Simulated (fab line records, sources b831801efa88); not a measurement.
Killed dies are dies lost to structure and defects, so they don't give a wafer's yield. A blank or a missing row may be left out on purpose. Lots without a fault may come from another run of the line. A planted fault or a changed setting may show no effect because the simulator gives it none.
fab line records | flow sky130
record lots=7 wafers=20 last_day=50
route steps=708 shown POLY_GATE@219
lots that met no fault: from a run of the same line without faults
start_h: hours from the record's first day to the start of the lot's first wafer shown | wait_h: hours since the lot's step before | " the same as in the row above | L1.1+2: a row that stands for several wafers | - no value, or no start given | * or withheld: withheld | < > ~ a bound
route shown NAME@n: a module of which the file shows steps, and the number in the route of the first | usual: mean/standard deviation of fault-free wafers | same: alike in all rows | chamber/n: place in a boat | sites: the reading at each site | _std_site: their standard deviation | _edge_site: outer sites' mean less inner sites' | radius_mm: how far each site lies from the wafer's centre | mask NAME#n: copy n | behind: the tool/chamber that last shaped the wafer | hold: why the lot was held/for how many hours/how that ended | device: the transistor (n, p or np) that didn't switch | end of line: the same wafers' tests at the end of the route | a step without rows: its recipe alone | killed: dies lost to structure and defects at the first sort, not the wafer's yield | map: a wafer's dies, x killed, . not, _ none there
set.NAME: the setting as run; set.NAME@STEP: as run at that earlier step | model.NAME: the simulator's own value behind a step, which no gauge read
lots at some steps of the route; a table a step, a row a wafer
services: from which hour (start_h, from the record's first day; less than 0 if before it) a tool's chamber was out of use, for how many hours, and why
## steps
# step SKY_POLY_GATE_DEHYDRATE_05
# recipe temp_c=200 time_s=60
# step SKY_POLY_GATE_HMDS_06
# recipe prime_time_s=60 prime_temp_c=120
# step SKY_POLY_GATE_COAT_07
# recipe resist=BARC temp_c=withheld time_s=withheld spin_rpm=3000 resist_thk_nm=110
# step SKY_POLY_GATE_COAT_08
# recipe resist=KrF-thick spin_rpm=3000 resist_thk_nm=450
# step SKY_POLY_GATE_SOFTBAKE_09
# recipe temp_c=100 time_s=90 resist=KrF-thick
# step SKY_POLY_GATE_EXPOSE_10
# recipe mask_id=P1M na=0.68 source_shape=conventional sigma_outer=0.6 target_cd_nm=150 dose_mj=28
# step SKY_POLY_GATE_PEB_11
# recipe peb_temp_c=withheld peb_time_s=withheld resist=KrF-thick
# step SKY_POLY_GATE_DEVELOP_12
# recipe develop_time_s=60 resist=KrF-thick dev_temp_c=21
# step SKY_POLY_GATE_CD_MEAS_13
# recipe target_cd_nm=150
# usual cd_nm=150.3/1.2
# columns lot.wafer tool chamber start_h wait_h cd_nm
L464.1 cd_sem-01 - 395.56 - 150.7
L464.3 " - " " 149.6
L464.4 " - " " 151.0
L465.3 cd_sem-02 - 402.15 - 148.6
L465.4 " - " " 149.4
L465.5 " - " " 148.8
L466.2 cd_sem-02 - 408.22 - 150.3
L466.3 " - " " 151.1
L466.4 " - " " 148.4
L468.1 cd_sem-02 - 425.59 - 150.1
L468.2 " - " " 150.8
L468.6 " - " " 151.2
L470.3 cd_sem-01 - 445.69 - 151.5
L470.4 " - " " 151.9
L481.1 cd_sem-02 - 548.11 - 150.3
L481.4 " - " " 152.1
L481.6 " - " " 150.6
L483.1 cd_sem-01 - 569.21 - 149.1
L483.4 " - " " 148.1
L483.6 " - " " 148.6
# step SKY_POLY_GATE_OVL_MEAS_14
# usual POLY_GATE_OVL=1/5.7
# columns lot.wafer tool chamber start_h wait_h POLY_GATE_OVL[nm]
L464.1 overlay-02 - 395.68 0.1 10
L464.3 " - " " 7
L464.4 " - " " 7
L465.3 overlay-02 - 402.24 0.1 6
L465.4 " - " " 5
L465.5 " - " " 2
L466.2 overlay-01 - 408.32 0.1 1
L466.3 " - " " 3
L466.4 " - " " 3
L468.1 overlay-01 - 425.71 0.1 -3
L468.2 " - " " -1
L468.6 " - " " -3
L470.3 overlay-02 - 445.78 0.1 8
L470.4 " - " " 2
L481.1 overlay-01 - 548.23 0.1 5
L481.4 " - " " -4
L481.6 " - " " -3
L483.1 overlay-02 - 569.33 0.1 6
L483.4 " - " " 2
L483.6 " - " " 12
# step SKY_POLY_GATE_ETCH_15
# recipe chemistry=N2/H2 target=BARC ion_energy_ev=200 source_w=500 bias_w=100 pressure_mtorr=30 n2_flow_sccm=100 h2_flow_sccm=200 stop_on=SiO2 time_s=118.5 target_depth_a=1100
# usual drypump_motor_current_A=5.9/0.46 n2_flow_sccm=100.0/0.32 oes_product_au=0.716/0.005 throttle_valve_pct=13.213/0.0093
# columns lot.wafer tool chamber start_h wait_h drypump_motor_current_A n2_flow_sccm oes_product_au rf_hours_counter_h throttle_valve_pct
L464.1 rie_diel-02 2 395.72 0.0 5.9 100.1 0.714 93 13.208
L464.3 " 0 " " 5.7 99.6 0.714 23 13.206
L464.4 " 3 " " 5.2 99.4 0.718 - 13.214
L465.3 rie_diel-03 1 402.27 0.0 6.6 100.1 0.720 87 13.205
L465.4 " 2 " " 5.6 99.8 0.721 3 13.220
L465.5 " 2 " " 5.6 99.8 0.720 - 13.208
L466.2 rie_diel-02 2 408.35 0.0 5.9 100.2 0.725 93 13.218
L466.3 " 1 " " 6.2 100.0 0.718 20 13.204
L466.4 " 0 " " 5.7 99.4 0.715 23 13.212
L468.1 rie_diel-04 1 425.75 0.0 5.7 99.9 0.719 82 13.208
L468.2 " 2 " " 5.2 99.6 0.711 80 13.218
L468.6 " 3 " " 6.3 99.7 0.715 - 13.209
L470.3 rie_diel-03 0 445.80 0.0 6.6 100.0 0.710 72 13.221
L470.4 " 1 " " 6.6 99.9 0.712 88 13.221
L481.1 rie_diel-02 3 548.27 0.0 5.2 99.9 0.713 35 13.220
L481.4 " 2 " " 5.9 100.0 0.714 0 13.227
L481.6 " 1 " " 6.2 100.0 0.710 - 13.207
L483.1 rie_diel-03 2 569.37 0.0 5.6 100.6 0.712 6 13.211
L483.4 " 3 " " 5.4 99.9 0.722 8 13.224
L483.6 " 3 " " 5.4 99.8 0.722 - 13.205
# step SKY_POLY_GATE_ETCH_16
# recipe stop_on=poly-Si chemistry=CH3F/O2 target=Si3N4 source_w=400 bias_w=80 pressure_mtorr=25 ch3f_flow_sccm=40 O2_flow_sccm=30 time_s=147.5 target_depth_a=750
# usual drypump_motor_current_A=5.9/0.46 oes_product_au=0.640/0.0055 throttle_valve_pct=10.534/0.0099
# columns lot.wafer tool chamber start_h wait_h drypump_motor_current_A oes_product_au rf_hours_counter_h throttle_valve_pct
L464.1 rie_diel-02 2 395.80 0.0 5.9 0.637 93 10.534
L464.3 " 0 " " 5.7 0.637 23 10.532
L464.4 " 3 " " 5.2 0.635 - 10.547
L465.3 rie_diel-03 1 402.35 0.0 6.5 0.638 87 10.528
L465.4 " 2 " " 5.6 0.636 3 10.538
L465.5 " 2 " " 5.6 0.639 - 10.550
L466.2 rie_diel-02 2 408.44 0.0 5.9 0.636 93 10.517
L466.3 " 1 " " 6.2 0.639 20 10.532
L466.4 " 0 " " 5.7 0.635 24 10.520
L468.1 rie_diel-04 1 425.83 0.0 5.7 0.635 82 10.535
L468.2 " 2 " " 5.2 0.636 80 10.547
L468.6 " 3 " " 6.3 0.638 - 10.524
L470.3 rie_diel-03 0 445.89 0.0 6.5 0.636 72 10.530
L470.4 " 1 " " 6.5 0.628 88 10.541
L481.1 rie_diel-02 3 548.35 0.0 5.2 0.635 35 10.549
L481.4 " 2 " " 5.9 0.634 1 10.557
L481.6 " 1 " " 6.2 0.638 - 10.544
L483.1 rie_diel-03 2 569.45 0.0 5.6 0.637 6 10.524
L483.4 " 3 " " 5.4 0.641 8 10.533
L483.6 " 3 " " 5.4 0.636 - 10.551
# step SKY_POLY_GATE_ETCH_17
# recipe target_depth_nm=180 stop_on=SiO2 over_etch_frac=0.56667 chemistry=HBr/Cl2 target=poly-Si icp_w=400 bias_w=100 pressure_mtorr=10 HBr_flow_sccm=150 Cl2_flow_sccm=50 time_s=70.5
# usual drypump_motor_current_A=5.7/0.31 oes_product_au=0.983/0.0052 throttle_valve_pct=33.684/0.0089
# columns lot.wafer tool chamber start_h wait_h drypump_motor_current_A oes_product_au rf_hours_counter_h throttle_valve_pct model.etch.depth_nm model.POLY_GATE.feature_depth_nm model.KrF-thick_of_POLY_GATE_COAT_08.thk_nm
L464.1 rie_si-02 2 395.90 0.0 6.3 0.985 1 33.682 180.5 180.5 140.5
L464.3 " 0 " " 5.9 0.982 64 33.684 178.3 178.3 142.3
L464.4 " 1 " " 5.9 0.981 2 33.692 179.5 179.5 140.7
L465.3 rie_si-02 3 402.45 0.0 5.2 0.986 6 33.688 178.6 178.6 142.3
L465.4 " 2 " " 6.3 0.985 1 33.673 178 178 142.8
L465.5 " 0 " " 5.9 0.981 - 33.687 176.6 176.6 143.3
L466.2 rie_si-02 3 408.53 0.0 5.2 0.980 6 33.690 176.8 176.8 142.7
L466.3 " 0 " " 5.9 0.974 64 33.685 175.6 175.6 137.8
L466.4 " 2 " " 6.3 0.826 1 33.675 135.9 135.9 165
L468.1 rie_si-02 2 425.93 0.0 6.3 0.984 1 33.692 178 178 144.2
L468.2 " 0 " " 5.9 0.985 64 33.660 177.3 177.3 141.1
L468.6 " 1 " " 5.8 0.829 - 33.676 136.8 136.8 163.6
L470.3 rie_si-02 1 445.98 0.0 5.8 0.982 3 33.680 178.2 178.2 139
L470.4 " 2 " " 6.3 0.819 1 33.672 135 135 167.2
L481.1 rie_si-01 0 548.45 0.0 5.5 0.980 4 33.704 179 179 139.9
L481.4 " 1 " " 5.7 0.985 6 33.690 179.5 179.5 139.5
L481.6 " 2 " " 5.7 0.986 - 33.686 178.6 178.6 138.8
L483.1 rie_si-01 0 569.55 0.0 5.5 0.981 4 33.698 177 177 145
L483.4 " 2 " " 5.7 0.984 2 33.688 176.2 176.2 142.9
L483.6 " 0 " " 5.5 0.987 - 33.672 177 177 143.9
# step SKY_POLY_GATE_STRIP_18
# recipe chemistry=O2/N2 power_w=1400 pressure_mtorr=1500 platen_temp_c=withheld o2_flow_sccm=3000 n2_flow_sccm=300 overash_fraction=0.5
# usual drypump_motor_current_A=5.8/0.42 n2_flow_sccm=299.9/1 oes_product_au=0.362/0.0047 strip_time_to_endpoint_s=3.19/0.031
# columns lot.wafer tool chamber start_h wait_h drypump_motor_current_A n2_flow_sccm oes_product_au rf_hours_counter_h strip_time_to_endpoint_s
L464.1 plasma_asher-02 0 395.95 0.0 5.9 300.3 0.366 57 3.17
L464.3 " 1 " " 6.2 300.3 0.362 - 3.18
L464.4 " 0 " " 5.9 298.8 0.358 - 3.19
L465.3 plasma_asher-02 0 402.54 0.1 5.9 299.9 0.359 - 3.20
L465.4 " 1 " " 6.2 299.9 0.365 - 3.19
L465.5 " 0 " " 5.9 300.2 0.365 - 3.21
L466.2 plasma_asher-02 1 408.59 0.0 6.2 300.9 0.363 59 3.20
L466.3 " 1 " " 6.2 301.5 0.368 - 3.14
L466.4 " 0 " " 5.9 299.1 0.378 - 3.44
L468.1 plasma_asher-04 1 425.98 0.0 5.4 300.8 0.359 73 3.20
L468.2 " 0 " " 5.3 299.9 0.355 73 3.18
L468.6 " 1 " " 5.5 301.2 0.370 - 3.40
L470.3 plasma_asher-02 0 446.07 0.1 5.9 297.9 0.359 - 3.16
L470.4 " 1 " " 6.2 299.8 0.375 - 3.47
L481.1 plasma_asher-02 1 548.50 0.0 6.2 300.5 0.369 73 3.16
L481.4 " 1 " " 6.2 299.6 0.355 - 3.17
L481.6 " 1 " " 6.2 299.4 0.361 - 3.13
L483.1 plasma_asher-02 1 569.60 0.0 6.2 300.6 0.358 75 3.22
L483.4 " 0 " " 5.9 301.3 0.370 - 3.19
L483.6 " 1 " " 6.2 300.4 0.360 - 3.22
# step SKY_POLY_GATE_CLEAN_19
# recipe chemistry=SC1/SC2 mix=1:4:20 temp_c=70 time_s=150 dry=n2_spin
## services
# columns tool chamber start_h hours kind
plasma_asher-02 - 380.16 2.7 repair
rie_diel-02 1 388.87 9.0 repair
rie_si-01 3 388.89 29.9 repair
rie_diel-03 2 416.59 5.8 repair
rie_si-01 0 429.29 2.9 repair
rie_diel-02 - 450.16 1.6 repair
rie_si-02 0 462.25 - clean
rie_si-02 0 462.25 18.5 scheduled_down
rie_si-02 0 462.25 18.5 vent_cycle
rie_diel-04 1 480.81 5.9 repair
rie_diel-02 2 487.76 - clean
rie_diel-02 2 487.76 31.6 scheduled_down
rie_diel-02 2 487.76 31.6 vent_cycle
rie_diel-03 0 487.92 5.3 repair
rie_diel-03 1 509.48 - clean
rie_diel-03 1 509.48 17.5 scheduled_down
rie_diel-03 1 509.48 17.5 vent_cycle
rie_si-02 1 517.39 2.2 repair
rie_si-01 0 522.96 15.4 repair
rie_si-02 2 527.38 10.9 repair
rie_diel-04 1 548.12 - clean
rie_diel-04 1 548.12 29.6 scheduled_down
rie_diel-04 1 548.12 29.6 vent_cycle
rie_diel-03 1 567.80 1.3 repair
## key
first_sign step=SKY_POLY_GATE_ETCH_17 reading=oes_product_au direction=down sigmas=31 usual=0.983 struck=0.825
effect step=SKY_POLY_GATE_STRIP_18 reading=strip_time_to_endpoint_s direction=up sigmas=7.9 usual=* struck=*
model_effect step=SKY_POLY_GATE_ETCH_17 value=etch.depth_nm without=177.7 struck=135.9
met_at SKY_POLY_GATE_ETCH_17
struck_wafers L466.4,L468.6,L470.4
later_rows_left_out L466.4,L468.6,L470.4
sort_left_out L466.4,L468.6,L470.4
tester_left_out L466,L468,L470
onset_between 402.45 408.53
fault kind=process_parameter_drift tool=rie_si-02 chamber=- onset_h=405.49 steps=SKY_POLY_GATE_ETCH_17 channel=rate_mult offset=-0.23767 shape=step end_h=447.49 scope=struck_wafers_only
# tester_left_out: of these lots the tester's yield and bins aren't shown, on N5 and GAA mostly nor the transistor test; their killed dies are dies lost to structure and defects alone, not to doping, threshold or leakage, so they don't give the yield
# sort_left_out: the simulated sort isn't trusted on such a fault, so these wafers' sort isn't shown, and their yield isn't known
# later_rows_left_out: the simulator's readings of these wafers behind a module that went badly wrong aren't trusted and aren't shown, but for the sort
